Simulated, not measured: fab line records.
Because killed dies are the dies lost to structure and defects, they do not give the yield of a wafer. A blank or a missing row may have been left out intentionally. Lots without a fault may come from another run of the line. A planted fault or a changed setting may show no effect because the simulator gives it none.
fab line records	flow sky130
record lots=7	wafers=21	lastDay=49
route steps=708 shown CAPM@548 METAL3@555 PAD_OPEN@708
lots that met no fault: taken from a fault-free run of the same line
startH: the number of hours between the record's first day and the start of the first shown wafer of the lot	waitH: how many hours have passed since the lot's step before this one	" as in the row above	L1.1+2: several wafers, shown together as one row	- value missing, or start not given	* or withheld: withheld	< > ~ a bound
route shown NAME@n: a module of which the file shows steps, and the number in the route of the first	usual: mean/standard deviation of fault-free wafers	same: alike in all rows	chamber/n: place in a boat	sites: the reading at each site	_std_site: standard deviation of those values	_edge_site: inner sites' mean taken away from outer sites' mean	radiusMm: for every site, how far away it sits from the centre of the wafer	mask NAME#n: copy n	behind: the tool/chamber that last shaped the wafer	hold: reason for holding the lot/hours on hold/outcome of the hold	device: transistor that didn't switch, given as n, p or np	end of line: at the end of the route, the tests of the same wafers	where a step has no rows: the recipe by itself	killed: dies lost to structure and defects at the first sort, not the wafer's yield	map: a wafer's dies, x killed, . not, _ none there
set.NAME: the setting the step ran with; set.NAME@STEP: the setting that earlier step ran with	model.NAME: the simulator's own value behind a step, which no gauge read
lots at some steps of the route; a table a step, a row a wafer
services: a tool's chamber out of use, with start hour (startH, from the record's first day; less than 0 if before it), hours out, and reason
## steps
# step SKY_CAPM_DEVELOP_11
# recipe resist=NOVOLAK	developer=TMAH	developTimeS=60	devTempC=23
# step SKY_CAPM_OVL_MEAS_12
# usual CAPM_OVL=0.1/1.4
lot.wafer	tool	chamber	startH	waitH	CAPM_OVL[nm]
L649.3	overlay-02	-	886.24	0.1	-1.1
L649.4	"	-	"	"	-0.1
L649.5	"	-	"	"	0.9
L652.2	overlay-01	-	911.49	0.1	0.8
L652.5	"	-	"	"	1.2
L652.6	"	-	"	"	-0.3
L654.2	overlay-02	-	929.05	0.1	-0.8
L654.3	"	-	"	"	-1.7
L654.5	"	-	"	"	-0.4
L655.1	overlay-02	-	929.94	0.1	1.1
L655.2	"	-	"	"	0.0
L655.5	"	-	"	"	1.3
L660.1	overlay-01	-	973.47	0.1	0.1
L660.2	"	-	"	"	-1.1
L660.3	"	-	"	"	0.4
L661.1	overlay-02	-	982.09	0.1	-1.0
L661.2	"	-	"	"	-1.6
L661.3	"	-	"	"	-0.2
L666.3	overlay-01	-	1015.95	0.1	1.4
L666.4	"	-	"	"	-0.2
L666.6	"	-	"	"	1.2
# step SKY_CAPM_METAL_ETCH_13
# recipe targetDepthNm=220	stopOn=SiO2	chemistry=Cl2/BCl3	target=TiN	pressureMtorr=10	icpW=900	biasW=48.5	Cl2_flow_sccm=60	bcl3FlowSccm=30	timeS=62.9
# usual biasW=48.50/0.15	drypumpMotorCurrentA=5.6/0.38	oesProductAu=0.941/0.007	throttleValvePct=21.903/0.0099
lot.wafer	tool	chamber	startH	waitH	biasW	drypumpMotorCurrentA	oesProductAu	rfHoursCounterH	throttleValvePct
L649.3	rieMetal-02	0	886.29	0.0	48.58	5.7	0.949	-	21.913
L649.4	"	1	"	"	48.34	5.8	0.942	-	21.904
L649.5	"	0	"	"	48.82	5.7	0.945	-	21.909
L652.2	rieMetal-03	1	911.52	0.0	48.50	6.2	0.945	4	21.898
L652.5	"	0	"	"	48.27	5.3	0.932	-	21.915
L652.6	"	1	"	"	48.48	6.2	0.946	-	21.903
L654.2	rieMetal-04	0	929.10	0.0	48.27	5.8	0.930	-	21.896
L654.3	"	0	"	"	48.50	5.8	0.939	-	21.914
L654.5	"	0	"	"	48.25	5.8	0.938	-	21.903
L655.1	rieMetal-02	0	929.98	0.0	48.45	5.7	0.937	6	21.916
L655.2	"	1	"	"	48.66	5.8	0.944	4	21.895
L655.5	"	1	"	"	48.67	5.8	0.934	-	21.905
L660.1	rieMetal-03	1	973.51	0.0	48.24	6.2	0.934	7	21.925
L660.2	"	0	"	"	48.64	5.3	0.939	11	21.899
L660.3	"	0	"	"	48.81	5.3	0.939	-	21.895
L661.1	rieMetal-04	0	982.13	0.0	48.58	5.8	0.952	15	21.885
L661.2	"	1	"	"	48.56	5.0	0.946	12	21.879
L661.3	"	1	"	"	48.61	5.0	0.945	-	21.913
L666.3	rieMetal-04	1	1016.00	0.0	48.59	5.0	0.940	-	21.902
L666.4	"	0	"	"	48.39	5.8	0.954	-	21.896
L666.6	"	1	"	"	48.21	5.0	0.935	-	21.898
# step SKY_CAPM_STRIP_14
# recipe chemistry=O2/N2	powerW=1400	pressureMtorr=1500	platenTempC=withheld	o2FlowSccm=3091	n2FlowSccm=300	overashFraction=0.5
# usual drypumpMotorCurrentA=5.97/0.27	oesProductAu=0.711/0.0046	stripTimeToEndpointS=12.67/0.051
# same overashFraction=0.5
lot.wafer	tool	chamber	startH	waitH	drypumpMotorCurrentA	oesProductAu	rfHoursCounterH	stripTimeToEndpointS
L649.3	plasmaAsher-01	0	886.38	0.1	5.55	0.716	-	12.74
L649.4	"	1	"	"	6.02	0.713	-	12.72
L649.5	"	0	"	"	5.55	0.716	-	12.74
L652.2	plasmaAsher-04	1	911.60	0.1	5.97	0.709	48	12.68
L652.5	"	0	"	"	6.26	0.715	-	12.61
L652.6	"	1	"	"	5.94	0.711	-	12.66
L654.2	plasmaAsher-04	0	929.23	0.1	6.23	0.714	50	12.69
L654.3	"	0	"	"	6.23	0.703	-	12.70
L654.5	"	0	"	"	6.26	0.706	-	12.74
L655.1	plasmaAsher-03	1	930.05	0.1	6.02	0.718	110	12.70
L655.2	"	0	"	"	6.42	0.720	110	12.67
L655.5	"	1	"	"	6.02	0.712	-	12.69
L660.1	plasmaAsher-01	0	973.58	0.1	5.58	0.716	23	12.61
L660.2	"	1	"	"	6.02	0.710	23	12.58
L660.3	"	1	"	"	6.03	0.704	-	12.59
L661.1	plasmaAsher-01	1	982.20	0.1	6.05	0.710	24	12.68
L661.2	"	0	"	"	5.59	0.707	24	12.69
L661.3	"	0	"	"	5.61	0.707	-	12.67
L666.3	plasmaAsher-01	1	1016.09	0.1	6.04	0.707	-	12.69
L666.4	"	0	"	"	5.59	0.704	-	12.69
L666.6	"	1	"	"	5.98	0.710	-	12.67
# step SKY_CAPM_STRIP_15
# recipe chemistry=postEtchResidueRemover	timeS=1200	tempC=72.5
# step SKY_CAPM_CLEAN_16
# recipe chemistry=IPA	timeS=180	tempC=25
# step SKY_CAPM_CLEAN_17
# recipe chemistry=O3/DIW	dry=n2Spin
# step SKY_METAL3_DEHYDRATE_05
# recipe tempC=200	timeS=60
# step SKY_METAL3_HMDS_06
# recipe primeTimeS=60	primeTempC=120
# step SKY_METAL3_COAT_07
# recipe resist=BARC	tempC=withheld	timeS=withheld	spinRpm=3000	resistThkNm=60
# step SKY_METAL3_COAT_08
# recipe resist=KrF-thick	spinRpm=3000	resistThkNm=1140
# step SKY_METAL3_SOFTBAKE_09
# recipe tempC=100	timeS=90	resist=KrF-thick
# step SKY_METAL3_EXPOSE_10
# recipe maskId=MM3	na=0.68	sourceShape=annular	sigmaInner=0.4	sigmaOuter=0.8	targetCdNm=300	doseMj=28
# usual exposureDoseMJCm2=27.99/0.033	focusOffsetNm=0.0/0.49	reticleTempC=23.02/0.097
lot.wafer	tool	chamber	startH	waitH	mask	exposureDoseMJCm2	focusOffsetNm	reticleTempC
L649.3	krfScanner-02	0	900.19	-	MM3#0	27.99	0.4	23.09
L649.4	"	0	"	"	MM3#0	28.03	-0.3	23.07
L649.5	"	0	"	"	MM3#0	28.03	0.3	23.01
L652.2	krfScanner-01	0	925.03	-	MM3#0	27.98	-0.3	23.04
L652.5	"	0	"	"	MM3#0	28.02	0.3	22.98
L652.6	"	0	"	"	MM3#0	27.99	-0.1	23.09
L654.2	krfScanner-02	0	941.60	-	MM3#0	27.42	-0.4	23.04
L654.3	"	0	"	"	MM3#0	27.41	0.4	22.95
L654.5	"	0	"	"	MM3#0	27.39	-0.1	23.09
L655.1	krfScanner-02	0	942.58	-	MM3#0	27.46	0.5	22.87
L655.2	"	0	"	"	MM3#0	27.46	0.6	22.87
L655.5	"	0	"	"	MM3#0	27.48	0.2	23.08
L660.1	krfScanner-01	0	985.83	-	MM3#0	27.95	0.0	23.08
L660.2	"	0	"	"	MM3#0	27.98	-0.2	22.94
L660.3	"	0	"	"	MM3#0	27.94	1.0	23.14
L661.1	krfScanner-02	0	993.85	-	MM3#0	27.63	-0.1	23.02
L661.2	"	0	"	"	MM3#0	27.57	-0.5	22.85
L661.3	"	0	"	"	MM3#0	27.57	0.4	22.98
L666.3	krfScanner-01	0	1029.24	-	MM3#0	27.96	0.4	23.20
L666.4	"	0	"	"	MM3#0	27.92	0.1	23.03
L666.6	"	0	"	"	MM3#0	27.98	0.8	23.21
# step SKY_METAL3_PEB_11
# recipe pebTempC=withheld	pebTimeS=withheld	resist=KrF-thick
# step SKY_METAL3_DEVELOP_12
# recipe developTimeS=60	resist=KrF-thick	devTempC=21
# step SKY_METAL3_CD_MEAS_13
# recipe targetCdNm=300
# usual cdNm=299.9/1.8
lot.wafer	tool	chamber	startH	waitH	cdNm
L649.3	cdSem-02	-	912.47	-	300.2
L649.4	"	-	"	"	300.6
L649.5	"	-	"	"	299.6
L652.2	cdSem-01	-	936.60	-	296.0
L652.5	"	-	"	"	295.5
L652.6	"	-	"	"	296.0
L654.2	cdSem-02	-	954.04	-	302.5
L654.3	"	-	"	"	301.6
L654.5	"	-	"	"	303.8
L655.1	cdSem-02	-	954.88	-	302.9
L655.2	"	-	"	"	303.1
L655.5	"	-	"	"	304.2
L660.1	cdSem-02	-	997.07	-	302.7
L660.2	"	-	"	"	302.8
L660.3	"	-	"	"	302.0
L661.1	cdSem-02	-	1005.58	-	302.7
L661.2	"	-	"	"	303.7
L661.3	"	-	"	"	302.4
L666.3	cdSem-02	-	1039.27	-	299.1
L666.4	"	-	"	"	298.7
L666.6	"	-	"	"	299.1
# step SKY_METAL3_OVL_MEAS_14
# usual METAL3_OVL=-2/5.9
lot.wafer	tool	chamber	startH	waitH	METAL3_OVL[nm]
L649.3	overlay-02	-	912.56	0.1	-3
L649.4	"	-	"	"	-6
L649.5	"	-	"	"	-7
L652.2	overlay-01	-	936.71	0.1	2
L652.5	"	-	"	"	-4
L652.6	"	-	"	"	6
L654.2	overlay-02	-	954.15	0.1	1
L654.3	"	-	"	"	4
L654.5	"	-	"	"	-3
L655.1	overlay-02	-	955.00	0.1	9
L655.2	"	-	"	"	5
L655.5	"	-	"	"	1
L660.1	overlay-02	-	997.19	0.1	-5
L660.2	"	-	"	"	4
L660.3	"	-	"	"	4
L661.1	overlay-02	-	1005.70	0.1	8
L661.2	"	-	"	"	9
L661.3	"	-	"	"	7
L666.3	overlay-02	-	1039.37	0.1	-12
L666.4	"	-	"	"	1
L666.6	"	-	"	"	-8
# step SKY_METAL3_DESCUM_15
# recipe chemistry=O2	sourcePowerW=150	biasPowerW=0	pressureMtorr=10	tempC=40	timeS=8
# usual drypumpMotorCurrentA=5.7/0.36	oesProductAu=1.001/0.011
lot.wafer	tool	chamber	startH	waitH	drypumpMotorCurrentA	oesProductAu	rfHoursCounterH	model.METAL3.cdNm
L649.3	rieMetal-02	0	912.60	0.0	5.7	1.006	-	300.3
L649.4	"	1	"	"	5.8	1.008	-	300.4
L649.5	"	1	"	"	5.8	1.009	-	299.4
L652.2	rieMetal-02	1	936.74	0.0	5.8	1.001	5	295.9
L652.5	"	1	"	"	5.8	0.997	-	295.6
L652.6	"	0	"	"	5.7	0.999	-	296.1
L654.2	rieMetal-03	1	954.18	0.0	6.2	0.993	6	302.2
L654.3	"	0	"	"	5.3	1.022	-	301.7
L654.5	"	0	"	"	5.3	1.030	-	303.8
L655.1	rieMetal-03	1	955.04	0.0	6.2	1.008	6	303
L655.2	"	0	"	"	5.3	1.011	10	303.2
L655.5	"	0	"	"	5.3	1.028	-	303.9
L660.1	rieMetal-02	0	997.23	0.0	5.7	0.998	9	302.6
L660.2	"	1	"	"	5.8	0.996	7	302.8
L660.3	"	1	"	"	5.8	1.002	-	301.8
L661.1	rieMetal-03	0	1005.74	0.0	5.3	1.010	14	302.6
L661.2	"	1	"	"	6.2	0.987	10	303.3
L661.3	"	0	"	"	5.3	1.012	-	301.9
L666.3	rieMetal-02	0	1039.40	0.0	5.7	1.000	-	299.6
L666.4	"	1	"	"	5.8	0.994	-	298.7
L666.6	"	1	"	"	5.8	1.001	-	299.5
# step SKY_METAL3_ETCH_16
# recipe chemistry=N2/H2	target=BARC	ionEnergyEv=200	biasW=100	pressureMtorr=30	n2FlowSccm=100	h2FlowSccm=200	icpW=500	stopOn=SiO2	timeS=88.2	targetDepthA=600
# usual biasW=100.0/0.32	drypumpMotorCurrentA=5.7/0.37	oesProductAu=0.627/0.0048	throttleValvePct=13.204/0.0099
lot.wafer	tool	chamber	startH	waitH	biasW	drypumpMotorCurrentA	oesProductAu	rfHoursCounterH	throttleValvePct
L649.3	rieMetal-02	0	912.65	0.0	100.4	5.7	0.625	-	13.202
L649.4	"	1	"	"	100.0	5.8	0.623	-	13.199
L649.5	"	1	"	"	99.6	5.8	0.629	-	13.188
L652.2	rieMetal-02	1	936.77	0.0	100.1	5.8	0.630	5	13.229
L652.5	"	1	"	"	100.4	5.8	0.625	-	13.198
L652.6	"	0	"	"	100.3	5.7	0.620	-	13.206
L654.2	rieMetal-03	1	954.21	0.0	99.7	6.2	0.625	6	13.208
L654.3	"	0	"	"	100.3	5.3	0.627	-	13.196
L654.5	"	0	"	"	99.7	5.3	0.616	-	13.215
L655.1	rieMetal-03	1	955.07	0.0	99.9	6.2	0.628	6	13.208
L655.2	"	0	"	"	100.2	5.3	0.626	10	13.187
L655.5	"	0	"	"	99.8	5.3	0.631	-	13.216
L660.1	rieMetal-02	0	997.26	0.0	100.2	5.7	0.623	9	13.213
L660.2	"	1	"	"	99.7	5.8	0.629	7	13.197
L660.3	"	1	"	"	99.9	5.8	0.635	-	13.194
L661.1	rieMetal-03	0	1005.77	0.0	99.8	5.3	0.631	14	13.215
L661.2	"	1	"	"	99.9	6.2	0.629	10	13.202
L661.3	"	0	"	"	100.4	5.3	0.634	-	13.211
L666.3	rieMetal-02	0	1039.45	0.0	99.7	5.7	0.618	-	13.197
L666.4	"	1	"	"	100.5	5.8	0.620	-	13.210
L666.6	"	1	"	"	100.2	5.8	0.628	-	13.185
# step SKY_METAL3_ETCH_17
# recipe target=SiO2	stopOn=TiN	chemistry=C4F8/O2/Ar	sourceW=1500	biasW=1200	pressureMtorr=40	c4f8FlowSccm=withheld	O2_flow_sccm=6	Ar_flow_sccm=300	timeS=3.9	targetDepthA=150
# usual biasW=1200/3.6	oesProductAu=0.755/0.0067
lot.wafer	tool	chamber	startH	waitH	biasW	oesProductAu	rfHoursCounterH	model.METAL3.cdNm
L649.3	rieDiel-01	0	912.72	0.0	1201	0.745	6	300
L649.4	"	2	"	"	1204	0.751	23	300
L649.5	"	0	"	"	1200	0.757	-	300
L652.2	rieDiel-01	3	936.87	0.1	1196	0.760	6	295.5
L652.5	"	3	"	"	1202	0.763	-	294.6
L652.6	"	0	"	"	1204	0.754	-	296
L654.2	rieDiel-03	2	954.31	0.1	1198	0.759	26	303.6
L654.3	"	0	"	"	1206	0.759	16	301.6
L654.5	"	1	"	"	1198	0.762	-	305
L655.1	rieDiel-02	3	955.17	0.1	1199	0.745	11	304.5
L655.2	"	0	"	"	1203	0.748	5	303
L655.5	"	3	"	"	1200	0.756	-	303.6
L660.1	rieDiel-03	1	997.36	0.1	1198	0.757	22	303.7
L660.2	"	3	"	"	1200	0.754	6	303.1
L660.3	"	2	"	"	1196	0.747	28	302.2
L661.1	rieDiel-01	1	1005.87	0.1	1198	0.758	12	303.4
L661.2	"	3	"	"	1201	0.747	8	304.4
L661.3	"	0	"	"	1203	0.761	8	303
L666.3	rieDiel-02	1	1039.52	0.0	1195	0.752	17	299.1
L666.4	"	3	"	"	1201	0.753	14	297.7
L666.6	"	2	"	"	1203	0.758	-	298.6
# step SKY_METAL3_METAL_ETCH_18
# recipe targetDepthA=8450	stopOn=SiO2	overEtchFrac=0.3	timeS=183.1	chemistry=Cl2/BCl3	resistSidewallDeg=88	pressureMtorr=10	icpW=900	biasW=48.5	Cl2_flow_sccm=60	bcl3FlowSccm=30
# usual biasW=48.50/0.15	drypumpMotorCurrentA=5.8/0.38	oesProductAu=0.868/0.0054	throttleValvePct=22.263/0.009
# same overEtchFrac=0.3
lot.wafer	tool	chamber	startH	waitH	biasW	drypumpMotorCurrentA	oesProductAu	rfHoursCounterH	throttleValvePct
L649.3	rieMetal-03	1	912.80	0.1	48.51	6.2	0.865	-	22.255
L649.4	"	0	"	"	48.51	5.3	0.866	-	22.255
L649.5	"	0	"	"	48.72	5.3	0.860	-	22.262
L652.2	rieMetal-03	1	936.89	0.0	48.28	6.2	0.867	5	22.262
L652.5	"	0	"	"	48.45	5.3	0.867	-	22.261
L652.6	"	1	"	"	48.43	6.2	0.863	-	22.270
L654.2	rieMetal-02	1	954.33	0.0	48.28	5.8	0.862	5	22.264
L654.3	"	1	"	"	48.29	5.8	0.877	-	22.281
L654.5	"	1	"	"	48.49	5.8	0.868	-	22.266
L655.1	rieMetal-02	0	955.19	0.0	48.51	5.7	0.876	7	22.260
L655.2	"	1	"	"	48.78	5.8	0.870	5	22.267
L655.5	"	0	"	"	48.61	5.7	0.871	-	22.262
L660.1	rieMetal-03	0	997.38	0.0	48.64	5.3	0.876	13	22.251
L660.2	"	1	"	"	48.81	6.2	0.875	9	22.278
L660.3	"	0	"	"	48.46	5.3	0.866	-	22.264
L661.1	rieMetal-02	1	1005.89	0.0	48.49	5.8	0.870	8	22.264
L661.2	"	0	"	"	48.52	5.7	0.875	10	22.255
L661.3	"	0	"	"	48.47	5.7	0.871	-	22.271
L666.3	rieMetal-01	0	1039.60	0.1	48.60	5.3	0.871	-	22.267
L666.4	"	1	"	"	48.52	6.4	0.863	-	22.264
L666.6	"	0	"	"	48.45	5.2	0.859	-	22.261
# step SKY_PAD_OPEN_PROBE_99
# usual defectLimitedYield=82.4/1.8	killed_at_M0_to_M3=44/7	killed_at_M4_up=3.2/2	killedAtContacts=25/5.3	killedAtFrontEnd=15/4.3	killedAtOther=0.3/0.54	killedDies=86/8.7	killedOpen=47/6.4	killedShort=39/5.6	sort_bin_3_pad_short=0.9/0.43	sort_bin_5_function=10.4/1.4	sort_bin_6_memory=6.3/1.2	sortNPass=406/8.7	sortYieldPct=82.4/1.8
# same grossDies=492	killedAtBackSide=0	sort_bin_4_leakage[%]=0	sort_bin_8_speed[%]=0
lot.wafer	tool	chamber	startH	waitH	defectLimitedYield[%]	killed_at_M0_to_M3	killed_at_M4_up	killedAtContacts	killedAtFrontEnd	killedAtOther	killedDies	killedOpen	killedShort	sort_bin_3_pad_short[%]	sort_bin_5_function[%]	sort_bin_6_memory[%]	sortNPass	sortYieldPct[%]
L654.5	prober-02	-	1117.41	0.2	87.6	29	3	15	14	0	61	25	36	0.6	6.5	5.3	431	87.6
L660.1	prober-02	-	1149.99	0.1	81.3	46	6	30	10	0	92	50	41	0.8	11.2	6.7	400	81.3
L660.2	prober-02	-	1150.04	0.1	84.3	32	7	18	19	1	77	44	31	0.6	10.0	5.1	415	84.3
L660.3	prober-02	-	1150.09	0.2	84.1	37	0	26	13	2	78	44	34	1.2	9.1	5.5	414	84.1
# killed by level:class
L654.5 LI_CONTACT:geometricParticle:open=6 POLY_GATE:geometricParticle:short=5 METAL2:geometricParticle:short=5 METAL1:geometricParticle:short=4 VIA3:geometricParticle:open=4 FIELD_ISO:geometricParticle:short=3 VIA2:geometricParticle:open=3 LOCAL_INTERCONNECT:geometricParticle:short=3
L660.1 CONTACT:geometricParticle:open=14 VIA1:geometricParticle:open=10 LI_CONTACT:geometricParticle:open=7 METAL1:geometricParticle:short=7 POLY_GATE:geometricParticle:short=6 VIA2:geometricParticle:open=6 VIA3:geometricParticle:open=5 LOCAL_INTERCONNECT:geometricParticle:short=4
L660.2 VIA1:geometricParticle:open=10 CONTACT:geometricParticle:open=8 FIELD_ISO:geometricParticle:short=5 POLY_GATE:geometricParticle:short=5 LI_CONTACT:geometricParticle:open=5 METAL1:geometricParticle:short=5 FIELD_ISO:geometricParticle:open=3 POLY_GATE:geometricParticle:open=3
L660.3 METAL1:geometricParticle:short=10 CONTACT:geometricParticle:open=10 LI_CONTACT:geometricParticle:open=9 VIA1:geometricParticle:open=7 VIA2:geometricParticle:open=5 FIELD_ISO:geometricParticle:short=3 FIELD_ISO:geometricParticle:open=3 POLY_GATE:geometricParticle:short=3
## services
tool	chamber	startH	hours	kind
rieDiel-01	2	874.10	16.0	repair
rieDiel-01	-	880.15	17.3	repair
plasmaAsher-01	-	888.06	0.5	repair
plasmaAsher-04	-	890.69	1.2	repair
krfScanner-02	-	891.35	1.0	pm
krfScanner-01	-	897.64	1.3	pm
krfScanner-01	-	919.78	3.6	pm
krfScanner-02	0	922.29	-	calibration
rieMetal-04	1	928.13	5.1	repair
krfScanner-01	-	937.55	1.0	pm
rieMetal-03	0	942.87	1.1	repair
krfScanner-01	-	961.39	0.8	pm
plasmaAsher-03	-	971.18	4.8	repair
rieMetal-04	-	971.70	0.7	repair
krfScanner-02	-	972.16	4.4	pm
rieDiel-02	2	981.65	3.0	repair
plasmaAsher-03	-	994.45	14.6	pm
rieDiel-01	2	1004.57	3.7	repair
krfScanner-01	-	1009.45	0.7	repair
krfScanner-02	-	1011.32	1.3	pm
rieDiel-02	1	1019.65	4.6	repair
krfScanner-02	-	1022.86	0.8	pm
krfScanner-02	-	1026.64	0.7	repair
rieMetal-04	-	1035.26	28.1	pm
## key
firstSign step=SKY_METAL3_EXPOSE_10	reading=exposureDoseMJCm2	direction=down	sigmas=15	usual=*	struck=*
effect step=SKY_METAL3_CD_MEAS_13	reading=cdNm	direction=up	sigmas=1.8	usual=299.9	struck=303.0	wafersMoved=6	through=controlLoop
modelEffect step=SKY_METAL3_DESCUM_15	value=METAL3.cdNm	without=299.7	struck=302.8
modelEffect step=SKY_METAL3_ETCH_17	value=METAL3.cdNm	without=300.5	struck=303.6
metAt SKY_METAL3_EXPOSE_10
struckWafers L654.2,L654.3,L654.5,L655.1,L655.2,L655.5,L661.1,L661.2,L661.3
loopTrim step=SKY_METAL3_EXPOSE_10	setting=dose	lots=L661
onsetBetween 900.19 941.60
fault kind=processParameterDrift	tool=krfScanner-02	chamber=-	onsetH=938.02	steps=SKY_METAL3_EXPOSE_10	channel=doseMj	offset=-0.54306	shape=step	actsIn=theseRecipesOnly	stated=28
# loopTrim: a control loop set the setting to another value than it would have without faults
